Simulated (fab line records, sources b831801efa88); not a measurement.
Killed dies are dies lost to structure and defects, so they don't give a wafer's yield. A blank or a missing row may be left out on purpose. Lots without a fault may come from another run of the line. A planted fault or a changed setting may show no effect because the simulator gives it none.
A struck lot beside a sound one | flow sky130 | 15 steps out of a route of 708
Sound: wafers L135.1, L135.2, L135.5. Struck: wafers L145.2, L145.4, L145.6. The cause comes at the end.
At each step with rows: each side's tool, then ch and its chambers, then its first start. Under that, the readings that differ: sound wafers | struck wafers | difference of the means | sigmas: that difference in standard deviations of wafers without a fault.
alike: readings whose means differ by less than 2 such deviations, and words and numbers that are the same on both sides. not compared: withheld readings, readings that some wafer has no value for, bounds like >300 that may hide the same value, and numbers for which the record gives no deviation and whose values overlap.
The two part at a step that has a row with sigmas, a row that says differs or no value, or rows on one side only. Numbers that don't overlap but have no deviation are shown without sigmas and don't part them. A reading that every wafer of one side lacks parts them only if that side has two wafers or more.

first, 6 steps without rows for these wafers: SKY_LDD_N_HMDS_01 (prime time 60 s); SKY_LDD_N_COAT_02 (resist thk 300 nm); SKY_LDD_N_SOFTBAKE_03 (time 60 s); SKY_LDD_N_EXPOSE_04 (exposes mask NTM, target cd 840 nm); SKY_LDD_N_PEB_05; SKY_LDD_N_DEVELOP_06 (develop time 60 s).
SKY_LDD_N_OVL_MEAS_07:
  sound on overlay-02, day 19 05:49; struck on overlay-01, day 23 14:53
  alike: LDD_N_OVL
then, 5 steps without rows for these wafers: SKY_LDD_N_IMPLANT_08; SKY_LDD_N_IMPLANT_09; SKY_LDD_N_IMPLANT_10; SKY_LDD_N_IMPLANT_11; SKY_LDD_N_IMPLANT_12.
SKY_LDD_N_IMPLANT_13:
  sound on implanter-03 ch 0, day 19 06:37; struck on implanter-02 ch 0, day 23 15:41
  reading            | sound                         | struck                        | difference | sigmas
  dose_ions_cm2      | 5.001e+12 5.003e+12 5.003e+12 | 8.065e+12 8.066e+12 8.067e+12 | +3.064e+12 | +99 or more
  faraday_current_uA | 28.5 28.4 28.3                | 45.0 46.0 45.4                | +17.1      | +32
then, 1 step without rows for these wafers: SKY_LDD_N_IMPLANT_14.
-- the record jumps here: 26 days lie between the struck wafers' starts before and after (it left off in module LDD_N and takes up again in module PAD_OPEN, whose first step shown is number 708 of the route) --
SKY_PAD_OPEN_PROBE_99:
  sound on prober-01, day 46 22:02; struck on prober-01, day 49 11:52
  reading                               | sound                | struck               | difference | sigmas
  model.etest.tip_n.rs_ohm_sq           | 442.5 439.7 438.4    | 448.1 443.6 446.6    | +5.9       |
  model.etest.nfet_01v8_turned.vt_v (V) | 0.7107 0.7031 0.7125 | 0.7189 0.718 0.7305  | +0.0137    |
  model.etest.nfet_01v8.vt_sat_v (V)    | 0.6576 0.6519 0.6565 | 0.6579 0.6592 0.6692 | +0.0068    |
  alike: killed_at_M0_to_M3, killed_at_M4_up, killed_at_contacts, killed_at_front_end, killed_at_other, killed_dies, killed_open, killed_short
  not compared: model.etest.nfet_01v8_lvt.vt_sat_v, model.etest.nfet_01v8_swapped.vt_sat_v, model.etest.nfet_01v8_lvt.vt_v

WHERE THEY PART
Only at SKY_LDD_N_IMPLANT_13, within this record. Later steps at which nothing parts them and some readings are alike: SKY_PAD_OPEN_PROBE_99.

WHY: what the simulator had put in
Process parameter drift: implanter-02, from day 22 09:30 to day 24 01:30, at SKY_LDD_N_IMPLANT_13. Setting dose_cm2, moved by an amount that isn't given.
